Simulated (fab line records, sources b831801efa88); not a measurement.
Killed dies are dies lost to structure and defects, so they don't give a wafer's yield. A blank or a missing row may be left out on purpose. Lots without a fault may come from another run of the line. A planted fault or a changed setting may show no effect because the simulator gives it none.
A struck lot beside a sound one | flow sky130 | 15 steps out of a route of 708
Sound: wafers L717.1, L717.2, L717.5. Struck: wafers L735.2, L735.3, L735.5. The cause comes at the end.
At each step with rows: each side's tool, then ch and its chambers, then its first start. Under that, the readings that differ: sound wafers | struck wafers | difference of the means | sigmas: that difference in standard deviations of wafers without a fault.
alike: readings whose means differ by less than 2 such deviations, and words and numbers that are the same on both sides. not compared: withheld readings, readings that some wafer has no value for, bounds like >300 that may hide the same value, and numbers for which the record gives no deviation and whose values overlap.
The two part at a step that has a row with sigmas, a row that says differs or no value, or rows on one side only. Numbers that don't overlap but have no deviation are shown without sigmas and don't part them. A reading that every wafer of one side lacks parts them only if that side has two wafers or more.

first, 7 steps without rows for these wafers: SKY_METAL4_HMDS_06 (prime time 60 s); SKY_METAL4_COAT_07 (resist thk 60 nm); SKY_METAL4_COAT_08 (resist thk 1140 nm); SKY_METAL4_SOFTBAKE_09 (time 90 s); SKY_METAL4_EXPOSE_10 (exposes mask MM4, target cd 300 nm); SKY_METAL4_PEB_11; SKY_METAL4_DEVELOP_12 (develop time 57.68 s).
SKY_METAL4_CD_MEAS_13: target cd 300 nm.
  sound on cd_sem-02, day 42 15:56; struck on cd_sem-02, day 47 04:51
  alike: cd_nm
SKY_METAL4_OVL_MEAS_14:
  sound on overlay-02, day 42 16:03; struck on overlay-02, day 47 04:58
  alike: METAL4_OVL
SKY_METAL4_DESCUM_15: chemistry O2, time 8 s.
  sound on rie_metal-04 ch 0,1, day 42 16:05; struck on rie_metal-01 ch 1, day 47 05:00
  reading               | sound             | struck            | difference | sigmas
  oes_product_au (a.u.) | 0.979 1.001 0.982 | 1.012 1.002 1.015 | +0.022     | +2
  alike: drypump_motor_current_A, rf_fwd_power_W
  not compared: rf_hours_counter_h
SKY_METAL4_ETCH_16: etches BARC in N2/H2, stops on SiO2, time 88.2 s, target depth 60 nm.
  sound on rie_metal-04 ch 0,1, day 42 16:07; struck on rie_metal-01 ch 1, day 47 05:05
  reading                     | sound          | struck         | difference | sigmas
  drypump_motor_current_A (A) | 5.36 5.68 5.35 | 6.03 6.03 6.03 | +0.57      | +2
  alike: oes_product_au, rf_fwd_power_W, throttle_valve_pct
  not compared: rf_hours_counter_h
SKY_METAL4_ETCH_17: etches SiO2 in C4F8/O2/Ar, stops on TiN, time 3.9 s, target depth 15 nm.
  sound on rie_diel-04 ch 0,1,2, day 42 16:13; struck on rie_diel-02 ch 0,1,3, day 47 05:15
  alike: oes_product_au, rf_fwd_power_W
  not compared: rf_hours_counter_h
SKY_METAL4_METAL_ETCH_18: etches the open film in Cl2/BCl3, stops on SiO2, target depth 845 nm, time 183.1 s.
  sound on rie_metal-02 ch 0,1, day 42 16:14; struck on rie_metal-02 ch 0,1, day 47 05:16
  reading                                       | sound             | struck            | difference | sigmas
  oes_product_au (a.u.)                         | 0.863 0.861 0.858 | 0.856 0.848 0.834 | -0.015     | -2
  model.KrF-thick_of_METAL4_COAT_08.thk_nm (nm) | 535.1 523.8 531.8 | 654.7 662.3 669.1 | +131.8     |
  model.etch.depth_nm (nm)                      | 869 858.6 855.5   | 842.3 833.9 813.5 | -31.1      |
  model.METAL4.feature_depth_nm (nm)            | 869 858.6 855.5   | 842.3 833.9 813.5 | -31.1      |
  alike: drypump_motor_current_A, rf_fwd_power_W, throttle_valve_pct
  not compared: rf_hours_counter_h
SKY_METAL4_STRIP_19: strips in O2/N2.
  sound on plasma_asher-02 ch 0,1, day 42 16:25; struck on plasma_asher-03 ch 0,1, day 47 05:27
  reading                      | sound             | struck            | difference | sigmas
  oes_product_au (a.u.)        | 0.499 0.507 0.506 | 0.552 0.555 0.556 | +0.050     | +8
  strip_time_to_endpoint_s (s) | 6.62 6.49 6.59    | 7.80 7.88 7.93    | +1.30      | +13
  alike: drypump_motor_current_A
  not compared: rf_hours_counter_h
then, 1 step without rows for these wafers: SKY_METAL4_STRIP_20 (strips in post etch residue remover, time 1200 s).

WHERE THEY PART
First at SKY_METAL4_DESCUM_15; last, within this record, at SKY_METAL4_STRIP_19.

WHY: what the simulator had put in
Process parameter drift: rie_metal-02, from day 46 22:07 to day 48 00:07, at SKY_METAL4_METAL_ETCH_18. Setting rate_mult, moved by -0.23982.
